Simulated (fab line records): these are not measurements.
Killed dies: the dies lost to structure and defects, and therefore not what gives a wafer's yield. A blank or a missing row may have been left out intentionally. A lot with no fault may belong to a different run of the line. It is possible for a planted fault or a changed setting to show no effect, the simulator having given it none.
fab line records	flow sfq-line
record lots=7	wafers=21	last-day=92
route steps=325 shown M1@70 I1@73
lots that met no fault: from a run of the same line without faults
start-h: the number of hours between the record's first day and the start of the first shown wafer of the lot	wait-h: hours elapsed since this lot's preceding step	" as in the row above	L1.1+2: a row that stands for several wafers	- value missing, or start not given	* or withheld: withheld	< > ~ a bound
route shown NAME@n: a module of which the file shows steps, and the number in the route of the first	usual: mean/standard deviation taken from wafers without a fault	same: alike in all rows	chamber/n: place in a boat	sites: the reading at each site	_std_site: the values' standard deviation	_edge_site: outer sites' mean less inner sites'	radius-mm: how far each site lies from the wafer's centre	mask NAME#n: copy n	behind: the last tool/chamber to shape the wafer	hold: what put the lot on hold/how long, in hours/how the hold closed	device: the transistor (n, p or np) that didn't switch	end of line: the route-end tests of the same wafers	step lacking rows: just its recipe	killed: count of dies lost to structure and defects at first sort (not the wafer's yield)	map: a wafer's dies, x killed, . not, _ none there
set.NAME: the setting that was run; set.NAME@STEP: the one run at that earlier step	model.NAME: the simulator's own value behind a step, which no gauge read
a table for each step, a row for each wafer; lots at some steps of the route
services: a tool's chamber out of use, with start hour (start-h, from the record's first day; less than 0 if before it), hours out, and reason
## steps
# step SFQ_TRILAYER_M1_ETCH_METAL_ETCH_042
# recipe target=Nb	stop-on=SiO2	mask-material=PR	chemistry=Cl2/Ar	target-depth-nm=240	icp-w=600	bias-w=80	pressure-mtorr=10	time-s=120
# usual chamber-pressure-mTorr=10.000/0.0086	drypump-motor-current-A=5.8/0.33	oes-product-au=0.895/0.0069
lot.wafer	tool	chamber	start-h	wait-h	chamber-pressure-mTorr	drypump-motor-current-A	oes-product-au	rf-hours-counter-h
L259.1	rie-metal-04	0	294.93	0.0	10.002	5.8	0.901	9
L259.3	"	1	"	"	10.004	6.2	0.898	-
L259.4	"	0	"	"	9.992	5.8	0.903	-
L261.2	rie-metal-04	0	300.93	0.0	10.013	5.7	0.901	10
L261.3	"	0	"	"	10.005	5.8	0.904	-
L261.6	"	1	"	"	10.011	6.2	0.897	-
L265.3	rie-metal-04	1	327.37	0.1	10.011	6.1	0.898	-
L265.5	"	1	"	"	9.985	6.2	0.894	-
L265.6	"	0	"	"	10.013	5.8	0.889	-
L277.2	rie-metal-04	1	423.23	0.0	10.012	6.2	0.897	2
L277.4	"	1	"	"	9.995	6.2	0.897	-
L277.5	"	1	"	"	10.001	6.2	0.906	-
L278.1	rie-metal-02	0	431.69	0.1	10.002	5.5	0.889	169
L278.3	"	0	"	"	10.018	5.5	0.890	-
L278.4	"	0	"	"	10.000	5.5	0.897	-
L279.2	rie-metal-04	0	435.98	0.0	10.008	5.8	0.907	38
L279.4	"	1	"	"	9.996	6.2	0.894	-
L279.6	"	0	"	"	10.014	5.8	0.895	-
L282.1	rie-metal-02	0	467.18	0.0	9.994	5.5	0.885	177
L282.4	"	1	"	"	9.999	6.3	0.892	-
L282.6	"	1	"	"	9.988	6.3	0.899	-
# step SFQ_TRILAYER_M1_STRIP_STRIP_043
# recipe gas=O2	power-w=200	platen-temp-c=40	overash-fraction=0.65	chemistry=O2	pressure-mtorr=50
# usual chamber-pressure-mTorr=50.00/0.042	drypump-motor-current-A=5.8/0.33	oes-product-au=1.002/0.011	platen-temp-c=40.01/0.11
# same overash-fraction=0.65
lot.wafer	tool	chamber	start-h	wait-h	chamber-pressure-mTorr	drypump-motor-current-A	oes-product-au	platen-temp-c	rf-hours-counter-h
L259.1	rie-metal-04	0	295.06	0.1	49.98	5.8	1.017	39.93	10
L259.3	"	1	"	"	50.00	6.2	1.008	40.07	-
L259.4	"	0	"	"	50.04	5.8	1.011	40.13	-
L261.2	rie-metal-04	0	301.06	0.1	49.99	5.8	1.011	40.09	11
L261.3	"	0	"	"	49.97	5.8	1.008	39.81	-
L261.6	"	1	"	"	49.98	6.2	1.004	40.04	-
L265.3	rie-metal-04	1	327.66	0.2	49.98	6.1	0.988	40.00	-
L265.5	"	1	"	"	50.02	6.1	0.998	40.04	-
L265.6	"	0	"	"	49.97	5.8	0.994	39.91	-
L277.2	rie-metal-04	1	423.36	0.1	49.99	6.1	1.002	40.03	2
L277.4	"	1	"	"	49.94	6.2	1.003	39.98	-
L277.5	"	1	"	"	49.99	6.2	1.003	39.98	-
L278.1	rie-metal-02	0	431.94	0.2	49.97	5.5	0.978	40.01	169
L278.3	"	0	"	"	49.97	5.5	0.988	40.10	-
L278.4	"	0	"	"	50.03	5.5	0.978	40.01	-
L279.2	rie-metal-04	0	436.11	0.1	50.00	5.8	1.019	40.06	38
L279.4	"	1	"	"	49.99	6.2	1.002	40.19	-
L279.6	"	0	"	"	49.99	5.8	1.008	40.06	-
L282.1	rie-metal-02	0	467.31	0.1	49.98	5.5	0.980	40.16	177
L282.4	"	1	"	"	50.00	6.3	0.993	39.97	-
L282.6	"	1	"	"	50.08	6.3	0.995	40.20	-
# step SFQ_TRILAYER_M1_STRIP_SOLV_CLEAN_044
# recipe chemistry=NMP	temp-c=70	time-s=600
# step SFQ_TRILAYER_I1_DEP_PECVD_045
# recipe material=SiO2	temp-c=150	time-s=111.11	pressure-torr=2.4	rf-w=183.3	precursor=SiH4/N2O	target-thk-nm=500
# usual heater-power-w=87/17	throttle-valve-pct=23.5/0.98
lot.wafer	tool	chamber	start-h	wait-h	heater-power-w	throttle-valve-pct
L259.1	pecvd-04	1	295.83	0.0	56	27.1
L259.3	"	0	"	"	61	24.4
L259.4	"	1	"	"	57	27.2
L261.2	pecvd-03	0	301.83	0.0	85	24.3
L261.3	"	2	"	"	104	23.2
L261.6	"	1	"	"	72	22.3
L265.3	pecvd-03	2	328.23	0.0	99	23.6
L265.5	"	0	"	"	83	24.6
L265.6	"	1	"	"	77	22.3
L277.2	pecvd-03	0	424.15	0.0	75	25.1
L277.4	"	2	"	"	96	24.0
L277.5	"	0	"	"	79	24.7
L278.1	pecvd-03	1	433.32	0.0	77	22.5
L278.3	"	2	"	"	98	23.6
L278.4	"	2	"	"	100	23.9
L279.2	pecvd-01	0	436.90	0.0	83	22.7
L279.4	"	2	"	"	97	23.7
L279.6	"	1	"	"	117	23.3
L282.1	pecvd-01	0	468.08	0.0	72	23.0
L282.4	"	2	"	"	77	23.9
L282.6	"	0	"	"	77	22.7
# step SFQ_TRILAYER_I1_CMP_CMP_046
# recipe material=SiO2	down-force-psi=3	platen-rpm=60	pad-velocity-m-s=0.94248
# usual motor-current-A=10.2/1	time-to-endpoint-s=212/7.5
lot.wafer	tool	chamber	start-h	wait-h	motor-current-A	time-to-endpoint-s
L259.3	cmp-01	3	299.16	3.3	10.3	200
L259.1	"	0	"	"	9.6	205
L259.4	"	1	"	"	11.0	211
L261.2	cmp-02	1	307.09	5.2	9.9	213
L261.3	"	2	"	"	7.7	216
L261.6	"	3	"	"	11.0	207
L265.3	cmp-01	1	330.66	2.4	11.0	208
L265.6	"	2	"	"	9.9	205
L265.5	"	3	"	"	10.2	213
L277.2	cmp-01	0	427.52	3.3	9.8	223
L277.4	"	1	"	"	10.9	227
L277.5	"	3	429.02	4.8	10.0	220
L278.4	cmp-01	2	435.52	2.1	9.7	218
L278.3	"	3	"	"	10.7	209
L278.1	"	1	437.02	3.7	11.1	219
L279.4	cmp-02	1	437.98	1.0	10.6	206
L279.2	"	2	"	"	8.0	201
L279.6	"	3	"	"	11.1	204
L282.4	cmp-01	0	468.16	0.0	9.7	209
L282.1	"	1	"	"	11.5	206
L282.6	"	0	470.16	2.0	9.2	215
# step SFQ_I1_BOW_MEAS_912
# recipe mode=bow
# usual I1_BOW=1/7.2
lot.wafer	tool	chamber	start-h	wait-h	I1_BOW[um]
L259.1	film-metro-04	-	302.16	2.0	7
L259.3	"	-	"	"	13
L259.4	"	-	"	"	8
L261.2	film-metro-01	-	309.11	1.5	-1
L261.3	"	-	"	"	-8
L261.6	"	-	"	"	-4
L265.3	film-metro-04	-	332.20	1.0	2
L265.5	"	-	"	"	-4
L265.6	"	-	"	"	-11
L277.2	film-metro-02	-	429.54	1.5	17
L277.4	"	-	"	"	3
L277.5	"	-	"	"	5
L278.1	film-metro-02	-	438.52	1.0	17
L278.3	"	-	"	"	14
L278.4	"	-	"	"	7
L279.2	film-metro-01	-	440.00	1.0	-2
L279.4	"	-	"	"	7
L279.6	"	-	"	"	10
L282.1	film-metro-01	-	471.16	2.0	-6
L282.4	"	-	"	"	-17
L282.6	"	-	"	"	-15
# step SFQ_TRILAYER_I1_METRO_MEASURE_047
# usual thk-nm=199.8/1.2
lot.wafer	tool	chamber	start-h	wait-h	thk-nm
L259.1	film-metro-04	-	302.28	0.1	201.0
L259.3	"	-	"	"	199.9
L259.4	"	-	"	"	200.8
L261.2	film-metro-01	-	309.41	0.3	201.2
L261.3	"	-	"	"	201.3
L261.6	"	-	"	"	198.8
L265.3	film-metro-04	-	332.68	0.5	199.0
L265.5	"	-	"	"	198.4
L265.6	"	-	"	"	198.2
L277.2	film-metro-02	-	429.84	0.3	200.8
L277.4	"	-	"	"	200.8
L277.5	"	-	"	"	200.8
L278.1	film-metro-02	-	438.64	0.1	199.8
L278.3	"	-	"	"	200.4
L278.4	"	-	"	"	199.5
L279.2	film-metro-01	-	440.30	0.3	199.1
L279.4	"	-	"	"	198.5
L279.6	"	-	"	"	198.4
L282.1	film-metro-01	-	471.28	0.1	200.2
L282.4	"	-	"	"	200.9
L282.6	"	-	"	"	201.5
# step SFQ_TRILAYER_I1_VIA_LITHO_COAT_054
# recipe resist=BARC	spin-rpm=3000	resist-thk-nm=62
# step SFQ_TRILAYER_I1_VIA_LITHO_COAT_049
# recipe resist=KrF	spin-rpm=3000	resist-thk-nm=650
# step SFQ_TRILAYER_I1_VIA_LITHO_SOFTBAKE_053
# recipe temp-c=withheld	time-s=withheld	resist=KrF
# step SFQ_TRILAYER_I1_VIA_LITHO_EXPOSE_050
# recipe mask-id=I1	na=0.6	source-shape=conventional	sigma-outer=0.65	target-cd-nm=500	dose-mj=21.3
# step SFQ_TRILAYER_I1_VIA_LITHO_PEB_052
# recipe peb-temp-c=115	peb-time-s=60	resist=KrF
# step SFQ_TRILAYER_I1_VIA_LITHO_DEVELOP_051
# recipe time-s=60	resist=KrF
# usual chill-plate-temp-C=23.02/0.11	exhaust-pa=45.2/0.79
lot.wafer	tool	chamber	start-h	wait-h	chill-plate-temp-C	exhaust-pa	model.KrF_of_TRILAYER_I1_VIA_LITHO_COAT_049.thk-nm
L259.1	litho-track-02	0	402.59	0.1	23.16	43.9	625.1
L259.3	"	0	"	"	23.19	44.6	627
L259.4	"	0	"	"	23.03	44.0	626.7
L261.2	litho-track-01	0	411.01	0.1	22.94	45.2	628.6
L261.3	"	0	"	"	22.81	43.7	626.7
L261.6	"	0	"	"	22.93	45.8	628.5
L265.3	litho-track-01	0	442.99	0.1	23.07	44.7	624.5
L265.5	"	0	"	"	23.18	45.1	623.4
L265.6	"	0	"	"	23.05	45.1	625.6
L277.2	litho-track-01	-	566.28	0.1	-	-	650
L277.4	"	-	"	"	-	-	650.2
L277.5	"	-	"	"	-	-	651.8
L278.1	litho-track-01	-	580.24	0.1	-	-	645.9
L278.3	"	-	"	"	-	-	646.4
L278.4	"	-	"	"	-	-	646.7
L279.2	litho-track-02	-	582.67	0.1	-	-	651.6
L279.4	"	-	"	"	-	-	650.5
L279.6	"	-	"	"	-	-	650.8
L282.1	litho-track-01	0	615.79	0.1	22.92	44.7	620.8
L282.4	"	0	"	"	22.98	46.1	623.1
L282.6	"	0	"	"	22.91	46.8	623.6
# step SFQ_I1_OVL_MEAS_913
# usual I1_OVL=-3/5.3
lot.wafer	tool	chamber	start-h	wait-h	I1_OVL[nm]
L259.1	overlay-02	-	402.74	0.1	2
L259.3	"	-	"	"	3
L259.4	"	-	"	"	4
L261.2	overlay-02	-	411.14	0.1	1
L261.3	"	-	"	"	-1
L261.6	"	-	"	"	-5
L265.3	overlay-02	-	443.10	0.1	-7
L265.5	"	-	"	"	-2
L265.6	"	-	"	"	-3
L277.2	overlay-01	-	566.41	0.1	-
L277.4	"	-	"	"	-
L277.5	"	-	"	"	-
L278.1	overlay-02	-	580.39	0.1	-
L278.3	"	-	"	"	-
L278.4	"	-	"	"	-
L279.2	overlay-02	-	582.80	0.1	-
L279.4	"	-	"	"	-
L279.6	"	-	"	"	-
L282.1	overlay-01	-	615.94	0.1	-8
L282.4	"	-	"	"	-4
L282.6	"	-	"	"	-6
## services
tool	chamber	start-h	hours	kind
cmp-02	-	283.32	4.8	pm
cmp-02	-	289.57	1.4	repair
film-metro-02	-	306.48	1.2	pm
pecvd-03	-	336.21	1.2	repair
cmp-01	-	357.63	1.5	repair
film-metro-01	-	361.60	1.0	pm
rie-metal-04	-	361.65	2.7	repair
cmp-01	-	389.36	0.4	repair
film-metro-01	-	392.37	3.9	repair
pecvd-03	0	395.24	5.2	repair
rie-metal-02	1	412.77	21.5	repair
cmp-01	-	416.52	4.0	pm
film-metro-01	-	436.00	0.6	pm
cmp-01	-	442.77	3.6	repair
rie-metal-04	-	445.59	0.4	repair
film-metro-01	-	449.08	1.0	pm
film-metro-01	-	484.94	0.3	pm
pecvd-03	-	503.05	2.1	repair
cmp-01	-	503.11	1.7	repair
cmp-01	-	511.22	7.0	pm
cmp-01	-	521.32	3.5	repair
pecvd-03	-	543.97	1.4	repair
film-metro-01	-	577.15	3.4	pm
film-metro-01	-	606.60	0.9	pm
## key
first-sign step=SFQ_TRILAYER_I1_VIA_LITHO_DEVELOP_051	reading=tool-record	direction=missing
effect none on later readings
model-effect step=SFQ_TRILAYER_I1_VIA_LITHO_DEVELOP_051	value=KrF_of_TRILAYER_I1_VIA_LITHO_COAT_049.thk-nm	without=623.9	struck=649.3
met-at SFQ_TRILAYER_I1_VIA_LITHO_DEVELOP_051
struck-wafers L277.2,L277.4,L277.5,L278.1,L278.3,L278.4,L279.2,L279.4,L279.6
onset-between 442.99 566.28
fault kind=skipped-step-whole	tool=litho-track-01,litho-track-02	chamber=-	onset-h=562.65	steps=SFQ_TRILAYER_I1_VIA_LITHO_DEVELOP_051	scope=struck-lots-only
